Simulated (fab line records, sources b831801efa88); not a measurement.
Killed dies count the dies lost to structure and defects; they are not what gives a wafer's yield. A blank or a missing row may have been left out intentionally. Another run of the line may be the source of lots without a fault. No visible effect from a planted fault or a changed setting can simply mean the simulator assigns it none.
Chamber matching | flow gf180mcu | GF_V4_CMP_04 on cmp-02 has 4 sister chambers
The step polishes SiO2. 16 wafers are shown with their chamber, then 8 later ones without.

EACH WAFER AND ITS CHAMBER
wafer  | chamber | motor-current-A (A) | time-to-endpoint-s (s)
L421.1 | 2       | 13.3                | 85
L421.3 | 1       | 13.2                | 76
L421.5 | 0       | 14.4                | 93
L423.1 | 0       | 14.2                | 82
L423.3 | 3       | 12.6                | 85
L423.6 | 3       | 12.1                | 89
L430.3 | 3       | 12.4                | 82
L430.4 | 0       | 14.3                | 86
L430.5 | 1       | 13.0                | 76
L432.1 | 0       | 14.1                | 77
L432.2 | 1       | 13.0                | 75
L432.4 | 3       | 12.9                | 87
L438.4 | 2       | 13.6                | 88
L438.5 | 2       | 13.3                | 89
L438.6 | 3       | 12.8                | 92
L441.1 | 0       | 13.8                | 79

SIGNATURES, as means of the wafers listed above
reading            | chamber 0 | chamber 1 | chamber 2 | chamber 3 | scatter within a chamber
motor-current-A    | 14.160    | 13.067    | 13.400    | 12.560    | 0.243
time-to-endpoint-s | 83.40     | 75.67     | 87.33     | 87.00     | 4.36
Rule: for a wafer and a chamber, the distance is found by dividing, reading by reading, the gap between the wafer's reading and the chamber's mean by the reading's scatter, squaring, summing and taking the root. The wafer belongs to the nearest chamber; if the next one is less than 2 further off, it can't be placed. The scatter: take each reading less its chamber's mean, square it, sum over the shown wafers, divide by the number of wafers less the number of chambers, and take the root.

WAFERS MISSING THEIR CHAMBER
wafer  | motor-current-A (A) | time-to-endpoint-s (s)
L441.4 | 12.4                | 87
L441.5 | 13.5                | 85
L443.3 | 13.2                | 72
L443.4 | 13.2                | 91
L443.5 | 14.3                | 89
L444.1 | 12.7                | 87
L444.2 | 14.2                | 84
L444.5 | 12.5                | 93

CHAMBER TAKEN BY EACH
wafer  | from the rows above     | in truth
L441.4 | 3                       | 3
L441.5 | 2                       | 2
L443.3 | 1                       | 1
L443.4 | can't be placed: 2 or 3 | 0
L443.5 | 0                       | 0
L444.1 | 3                       | 3
L444.2 | 0                       | 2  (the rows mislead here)
L444.5 | 3                       | 3
Correct placement for 6 of the 8. Cannot be placed on the basis of these rows: 1; the candidates contain the true chamber in 0. Number placed wrongly: 1.
